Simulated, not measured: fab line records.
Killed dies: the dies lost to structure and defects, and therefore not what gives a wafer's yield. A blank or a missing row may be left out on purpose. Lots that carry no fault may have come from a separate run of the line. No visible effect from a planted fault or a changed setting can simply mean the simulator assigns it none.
Chamber matching + flow sky130 + cmp-01 running SKY_LI_CONTACT_CMP_24: 4 sister chambers
The step polishes, stops on PSG, t overpolish 20 s, target thk 0 nm. 4 wafers are shown with their chamber, then 10 later ones without.

WAFERS PAIRED WITH THEIR CHAMBERS
| wafer  | chamber | motor_current_A (A) |
|--------|---------|---------------------|
| L736.5 | 1       | 10.4                |
| L737.5 | 2       | 11.6                |
| L738.2 | 3       | 10.1                |
| L738.3 | 0       | 8.7                 |

WAFERS WHOSE CHAMBER IS MISSING
| wafer  | motor_current_A (A) |
|--------|---------------------|
| L738.6 | 12.2                |
| L743.2 | 9.1                 |
| L743.4 | 9.8                 |
| L743.6 | 8.5                 |
| L745.1 | 12.1                |
| L745.3 | 8.6                 |
| L745.6 | 11.9                |
| L748.2 | 11.3                |
| L748.5 | 8.8                 |
| L748.6 | 10.8                |

CHAMBER TAKEN BY EACH
| wafer  | from the rows above          | in truth |
|--------|------------------------------|----------|
| L738.6 | 2                            | 2        |
| L743.2 | can't be placed: 0 or 3      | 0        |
| L743.4 | can't be placed: 3 or 1      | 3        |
| L743.6 | 0                            | 0        |
| L745.1 | 2                            | 2        |
| L745.3 | 0                            | 0        |
| L745.6 | 2                            | 2        |
| L748.2 | can't be placed: 2 or 1      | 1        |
| L748.5 | 0                            | 0        |
| L748.6 | can't be placed: 1 or 3 or 2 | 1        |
6 of 10 placed correctly. Cannot be placed on the basis of these rows: 4; the candidates contain the true chamber in 4. Wrongly placed: 0.
How it was worked out, from the rows above alone: a wafer's distance from a chamber is the root of the sum, over the readings, of the square of ((its reading less the chamber's mean) divided by the reading's scatter). If the next closest chamber is less than 2 further off than the closest, the wafer can't be placed; otherwise it belongs to the closest. The mean given for a chamber averages the wafers shown for that chamber. The scatter (one wafer shown for each chamber): square how far every hidden wafer sits from the nearest shown wafer, average those squares and take the square root.
